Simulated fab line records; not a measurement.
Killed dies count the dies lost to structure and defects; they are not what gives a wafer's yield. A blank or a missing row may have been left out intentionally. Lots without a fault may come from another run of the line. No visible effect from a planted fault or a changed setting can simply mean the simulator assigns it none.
A single fault, viewed from 2 desks + flow gf180mcu + each desk has only its own numbers; what lay behind them comes last

== DESK OF THE TOOL OWNER: litho-track-01 ==
The tool's own readings at GF_NWELL_COAT_02 (resist thk 3000 nm): means of the sampled wafers that have a number, for each lot that ran on this tool. The brackets show how far a lot's mean lies from the usual mean; more than 4 standard deviations puts the lot out of limits, marked OUT.
Columns: A = chill-plate-temp-C at GF_NWELL_COAT_02, usual 23.03 C; B = dispense-pressure-kPa at GF_NWELL_COAT_02, usual 45 kPa; C = resist-line-temp-C at GF_NWELL_COAT_02, usual 22.99 C
| lot  | first seen here | A     | B  | C     |
|------|-----------------|-------|----|-------|
| L251 | day 3 00:09     | 23.09 | 42 | 22.97 |
| L252 | day 3 06:12     | 23.02 | 42 | 22.91 |
| L255 | day 4 02:58     | 22.99 | 42 | 23.08 |
| L261 | day 5 07:55     | 23.02 | 42 | 23.01 |
| L265 | day 6 03:30     | 23.01 | 42 | 23.00 |
| L267 | day 6 14:10     | 22.99 | 42 | 22.86 |
| L269 | day 7 00:18     | 23.04 | 42 | 23.00 |
| L270 | day 7 05:19     | 23.00 | 42 | 23.06 |
This desk found nothing out of limits on any of the 8 lots.

== FROM THE METROLOGY DESK ==
What the gauges read, lot by lot, whatever tool the lot ran on: means of the sampled wafers that have a number. The brackets show how far a lot's mean lies from the usual mean; more than 4 standard deviations puts the lot out of limits, marked OUT.
Columns: A = NWELL_OVL at GF_NWELL_OVL_MEAS_07, usual -0.4 nm; B = LVPWELL_TW at GF_LVPWELL_TW_MEAS_11, usual 557; C = MVSD_TW at GF_MVSD_TW_MEAS_11, usual 1572; D = V1_CVD_00_THK at GF_V1_THK_MEAS_01, usual 600 nm
| lot  | first seen here | A    | B                      | C              | D   |
|------|-----------------|------|------------------------|----------------|-----|
| L251 | day 3 06:53     | 0.9  | 562                    | 1548           | 607 |
| L252 | day 3 12:32     | -0.2 | 549                    | 1552           | 605 |
| L254 | day 4 01:24     | 0.2  | 550                    | 1580           | 589 |
| L255 | day 4 10:19     | -1.3 | 553                    | 1558           | 600 |
| L256 | day 4 15:04     | -0.9 | 551                    | 1559           | 595 |
| L258 | day 5 14:23     | -    | 1599 (+99 or more) OUT | 1985 (+34) OUT | 605 |
| L261 | day 5 15:44     | 1.0  | 553                    | 1564           | 601 |
| L259 | day 5 21:20     | -    | 1568 (+99 or more) OUT | 1958 (+32) OUT | 595 |
| L265 | day 6 11:14     | 0.4  | 562                    | 1560           | 599 |
| L267 | day 6 22:18     | -0.1 | 559                    | 1557           | 595 |
| L268 | day 7 03:53     | -2.3 | 560                    | 1577           | 602 |
| L269 | day 7 08:08     | -0.6 | 559                    | 1580           | 599 |
| L270 | day 7 13:00     | -0.8 | 558                    | 1563           | 602 |
| L273 | day 8 07:34     | -0.1 | 553                    | 1578           | 599 |
This desk reports L258, L259 out of limits; the earliest was L258 at day 5 14:23 (LVPWELL_TW at GF_LVPWELL_TW_MEAS_11). L251, L252, L254, L255, L256, L261, L265, L267, L268, L269, L270, L273: within limits.

== BROUGHT TOGETHER ==
An alarm was possible from the metrology desk at day 5 14:23, on L258, L259.
Nothing out of limits was seen by the tool owner's desk.
The tool owner's desk has no number on record for L258, L259.
The lots listed all ran GF_NWELL_COAT_02 on litho-track-01.

== WHAT THE SIMULATOR PUT IN ==
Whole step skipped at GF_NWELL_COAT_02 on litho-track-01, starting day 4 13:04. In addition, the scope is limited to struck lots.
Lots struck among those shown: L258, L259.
Per desk, hours elapsed from the start of the fault to the first reading out of limits: for the metrology desk, 25.
